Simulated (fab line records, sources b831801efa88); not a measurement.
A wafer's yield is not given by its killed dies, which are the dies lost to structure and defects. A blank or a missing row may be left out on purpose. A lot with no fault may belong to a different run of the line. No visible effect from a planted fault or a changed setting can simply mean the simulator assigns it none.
One fault seen from 2 desks | flow gf180mcu | numbers are kept per desk, each desk with only its own; the story behind them comes last

## TOOL OWNER'S DESK, cvd-w-02
The tool's own readings at GF_V2_CVD_23 (deposits W, target thk 350 nm, time 104.94 s): means of the sampled wafers that have a number, for each lot that ran on this tool. Any lot whose mean is over 4 standard deviations away from the usual mean is out of limits and marked OUT; that distance is given in the brackets.
Columns: A = heater-power-w at GF_V2_CVD_23, usual 841 W
lot  | first seen here | A
L422 | day 20 22:01    | 910
L426 | day 22 05:52    | 906
L427 | day 22 19:59    | 884
L439 | day 26 12:56    | 915
L440 | day 27 03:34    | 894
L441 | day 27 09:00    | 878
L443 | day 27 14:21    | 917
This desk's finding: nothing out of limits on any of the 7 lots.

## THE METROLOGY DESK
What the gauges read, lot by lot, whatever tool the lot ran on: means of the sampled wafers that have a number. Any lot whose mean is over 4 standard deviations away from the usual mean is out of limits and marked OUT; that distance is given in the brackets.
Columns: A = V2_W_RS at GF_V2_RS_MEAS_24, usual 0.3280 ohm/sq; B = V2_W_THK at GF_V2_THK_MEAS_25, usual 347 nm
lot  | first seen here | A                 | B
L421 | day 20 10:03    | 0.3275            | 341
L422 | day 20 22:08    | 0.3266            | 354
L426 | day 22 05:59    | 0.3428 (+4.9) OUT | 338
L427 | day 22 20:06    | 0.3563 (+9.4) OUT | 318 (-4.4) OUT
L438 | day 26 06:18    | 0.3302            | 338
L439 | day 26 13:03    | 0.3302            | 337
L440 | day 27 03:40    | 0.3274            | 343
L441 | day 27 09:08    | 0.3315            | 340
L442 | day 27 12:47    | 0.3268            | 352
L443 | day 27 14:28    | 0.3274            | 352
L444 | day 28 01:48    | 0.3261            | 345
This desk reports L426, L427 out of limits; the earliest was L426 at day 22 05:59 (V2_W_RS at GF_V2_RS_MEAS_24). L421, L422, L438, L439, L440, L441, L442, L443, L444: within limits.

## BROUGHT TOGETHER
The metrology desk could have raised an alarm at day 22 05:59, on L426, L427.
The desk of the tool owner found nothing out of limits.
The tool owner's desk has L426, L427 on record, within its limits.
Of the lots named, all ran GF_V2_CVD_23 on cvd-w-02.

## WHAT HAD BEEN PUT IN BY THE SIMULATOR
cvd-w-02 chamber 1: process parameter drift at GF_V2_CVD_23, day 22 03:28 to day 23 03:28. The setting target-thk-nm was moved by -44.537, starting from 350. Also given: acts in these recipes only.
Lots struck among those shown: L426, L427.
Per desk, hours elapsed from the start of the fault to the first reading out of limits: for the metrology desk, 3.
